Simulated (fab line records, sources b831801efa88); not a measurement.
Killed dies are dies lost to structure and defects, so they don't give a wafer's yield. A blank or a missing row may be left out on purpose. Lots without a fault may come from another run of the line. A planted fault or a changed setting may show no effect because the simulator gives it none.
A struck lot beside a sound one | flow sfq_line | 42 steps out of a route of 325
Sound: wafers L739.1, L739.2, L739.6. Struck: wafers L731.5, L731.6. The cause comes at the end.
At each step with rows: each side's tool, then ch and its chambers, then its first start. Under that, the readings that differ: sound wafers | struck wafers | difference of the means | sigmas: that difference in standard deviations of wafers without a fault.
alike: readings whose means differ by less than 2 such deviations, and words and numbers that are the same on both sides. not compared: withheld readings, readings that some wafer has no value for, bounds like >300 that may hide the same value, and numbers for which the record gives no deviation and whose values overlap.
The two part at a step that has a row with sigmas, a row that says differs or no value, or rows on one side only. Numbers that don't overlap but have no deviation are shown without sigmas and don't part them. A reading that every wafer of one side lacks parts them only if that side has two wafers or more.

first, 6 steps without rows for these wafers: SFQ_TRILAYER_M2_LITHO_COAT_062 (resist thk 62 nm); SFQ_TRILAYER_M2_LITHO_COAT_057 (resist thk 600 nm); SFQ_TRILAYER_M2_LITHO_SOFTBAKE_061; SFQ_TRILAYER_M2_LITHO_EXPOSE_058 (exposes mask M2, target cd 500 nm); SFQ_TRILAYER_M2_LITHO_PEB_060 (peb time 60 s); SFQ_TRILAYER_M2_LITHO_DEVELOP_059 (time 60 s).
SFQ_M2_OVL_MEAS_916:
  sound on overlay-02, day 40 06:50; struck on overlay-02, day 39 11:40
  alike: M2_OVL
then, 2 steps without rows for these wafers: SFQ_TRILAYER_M2_BARC_OPEN_METAL_ETCH_077 (etches BARC in O2, target depth 125 nm, time 41.7 s); SFQ_TRILAYER_M2_ETCH_METAL_ETCH_060 (etches Nb in Cl2/Ar, stops on SiO2, target depth 240 nm, time 120 s).
SFQ_TRILAYER_M2_STRIP_STRIP_061: strips in O2.
  sound on rie_metal-03 ch 0,1, day 40 07:03; struck on rie_metal-02 ch 0,1, day 39 12:15
  alike: drypump_motor_current_A, oes_product_au, platen_temp_c
  not compared: rf_hours_counter_h
then, 2 steps without rows for these wafers: SFQ_TRILAYER_M2_STRIP_SOLV_CLEAN_062 (cleans in NMP, time 600 s); SFQ_TRILAYER_I2_DEP_PECVD_063 (deposits SiO2 from SiH4/N2O, time 111.11 s, target thk 500 nm).
SFQ_TRILAYER_I2_CMP_CMP_064: polishes SiO2.
  sound on cmp-01 ch 0,3, day 40 09:25; struck on cmp-02 ch 2,3, day 39 15:25
  reading                                             | sound           | struck      | difference | sigmas
  time_to_endpoint_s (s)                              | 213 205 215     | 267 257     | +51        | +8
  model.SiO2_of_TRILAYER_I2_DEP_PECVD_063.thk_nm (nm) | 199.1 198 198.9 | 150.4 148.4 | -49.3      |
  alike: motor_current_A, retaining_ring_pressure_frac
SFQ_I2_BOW_MEAS_917:
  sound on film_metro-04, day 40 12:25; struck on film_metro-02, day 39 16:30
  alike: I2_BOW
SFQ_TRILAYER_I2_METRO_MEASURE_065:
  sound on film_metro-04, day 40 12:32; struck on film_metro-02, day 39 17:20
  reading     | sound             | struck      | difference | sigmas
  thk_nm (nm) | 199.1 198.0 198.9 | 150.4 148.4 | -49.3      | -49
then, 6 steps without rows for these wafers: SFQ_TRILAYER_I2_VIA_LITHO_COAT_072 (resist thk 62 nm); SFQ_TRILAYER_I2_VIA_LITHO_COAT_067 (resist thk 650 nm); SFQ_TRILAYER_I2_VIA_LITHO_SOFTBAKE_071; SFQ_TRILAYER_I2_VIA_LITHO_EXPOSE_068 (exposes mask I2, target cd 500 nm); SFQ_TRILAYER_I2_VIA_LITHO_PEB_070 (peb time 60 s); SFQ_TRILAYER_I2_VIA_LITHO_DEVELOP_069 (time 60 s).
-- the record jumps here: 6 days lie between the struck wafers' starts before and after --
SFQ_I2_OVL_MEAS_918:
  sound on overlay-01, day 46 14:11; struck on overlay-01, day 45 22:32
  alike: I2_OVL
SFQ_TRILAYER_I2_VIA_BARC_OPEN_VIA_ETCH_096: etches BARC in O2, target depth 125 nm, time 41.7 s.
  sound on rie_diel-03 ch 0,1, day 46 14:14; struck on rie_diel-03 ch 1,2, day 45 22:34
  alike: drypump_motor_current_A, oes_product_au
  not compared: rf_hours_counter_h
SFQ_TRILAYER_I2_VIA_ETCH_VIA_ETCH_070: etches SiO2 in CHF3, stops on Nb, target depth 260 nm.
  sound on rie_diel-03 ch 0,1, day 46 14:16; struck on rie_diel-03 ch 1,2, day 45 22:38
  reading                        | sound             | struck      | difference | sigmas
  oes_product_au (a.u.)          | 0.850 0.850 0.858 | 0.733 0.735 | -0.119     | -25
  model.etch.depth_nm (nm)       | 199.1 198 198.9   | 150.4 148.4 | -49.3      |
  model.I2.feature_depth_nm (nm) | 199.1 198 198.9   | 150.4 148.4 | -49.3      |
  alike: drypump_motor_current_A
then, 2 steps without rows for these wafers: SFQ_TRILAYER_I2_VIA_STRIP_STRIP_071 (strips in O2); SFQ_TRILAYER_I2_VIA_STRIP_SOLV_CLEAN_072 (cleans in NMP, time 600 s).
SFQ_TRILAYER_M3_DEP_PRE_CLEAN_074: time 22.5 s.
  sound on pvd_sputter-06, day 46 15:10; struck on pvd_sputter-03, day 45 23:29
  reading                                             | sound             | struck      | difference | sigmas
  model.SiO2_of_TRILAYER_I2_DEP_PECVD_063.thk_nm (nm) | 191.6 190.5 191.4 | 142.9 140.9 | -49.3      |
SFQ_TRILAYER_M3_DEP_SPUTTER_073: material Nb, target thk 200 nm, time 133.3 s.
  sound on pvd_sputter-06, day 46 15:11; struck on pvd_sputter-03, day 45 23:33
  alike: resputter_cathode_voltage_v, throttle_valve_pct
SFQ_M3_RS_MEAS_919: measures by four-point-probe.
  sound on film_metro-04, day 46 15:17; struck on film_metro-04, day 45 23:41
  alike: M3_NB_RS
then, 6 steps without rows for these wafers: SFQ_TRILAYER_M3_LITHO_COAT_080 (resist thk 62 nm); SFQ_TRILAYER_M3_LITHO_COAT_075 (resist thk 600 nm); SFQ_TRILAYER_M3_LITHO_SOFTBAKE_079; SFQ_TRILAYER_M3_LITHO_EXPOSE_076 (exposes mask M3, target cd 500 nm); SFQ_TRILAYER_M3_LITHO_PEB_078 (peb time 60 s); SFQ_TRILAYER_M3_LITHO_DEVELOP_077 (time 60 s).
-- the record jumps here: 5 days lie between the struck wafers' starts before and after --
SFQ_M3_OVL_MEAS_921:
  sound on overlay-02, day 52 02:47; struck on overlay-01, day 51 05:13
  alike: M3_OVL
SFQ_TRILAYER_M3_BARC_OPEN_METAL_ETCH_100: etches BARC in O2, target depth 125 nm, time 41.7 s.
  sound on rie_metal-04 ch 0,1, day 52 02:50; struck on rie_metal-02 ch 0,1, day 51 05:16
  alike: drypump_motor_current_A, oes_product_au
  not compared: rf_hours_counter_h
then, 3 steps without rows for these wafers: SFQ_TRILAYER_M3_ETCH_METAL_ETCH_078 (etches Nb in Cl2/Ar, stops on SiO2, target depth 240 nm, time 120 s); SFQ_TRILAYER_M3_STRIP_STRIP_079 (strips in O2); SFQ_TRILAYER_M3_STRIP_SOLV_CLEAN_080 (cleans in NMP, time 600 s).
SFQ_TRILAYER_I3_DEP_PECVD_081: deposits SiO2 from SiH4/N2O, time 111.11 s, target thk 500 nm.
  sound on pecvd-02 ch 0,1, day 52 03:47; struck on pecvd-03 ch 1,2, day 51 06:14
  alike: heater_power_w, susceptor_temp_C, throttle_valve_pct
-- the record jumps here: 30 days lie between the struck wafers' starts before and after --
SFQ_M8_BOW_MEAS_951:
  sound on film_metro-04, day 83 08:20; struck on film_metro-04, day 81 07:47
  reading                 | sound            | struck      | difference | sigmas
  model.etest.i2.link_ohm | 1.97 1.971 1.982 | 1.924 1.929 | -0.048     |
  alike: M8_BOW

WHERE THEY PART
First at SFQ_TRILAYER_I2_CMP_CMP_064; last, within this record, at SFQ_TRILAYER_I2_VIA_ETCH_VIA_ETCH_070. Later steps at which nothing parts them and some readings are alike: SFQ_TRILAYER_M3_DEP_SPUTTER_073, SFQ_M3_RS_MEAS_919, SFQ_M3_OVL_MEAS_921, SFQ_TRILAYER_M3_BARC_OPEN_METAL_ETCH_100, SFQ_TRILAYER_I3_DEP_PECVD_081, SFQ_M8_BOW_MEAS_951.

WHY: what the simulator had put in
Process parameter drift: cmp-02, from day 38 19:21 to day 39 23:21, at SFQ_TRILAYER_I2_CMP_CMP_064. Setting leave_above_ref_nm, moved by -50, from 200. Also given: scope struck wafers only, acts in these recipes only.
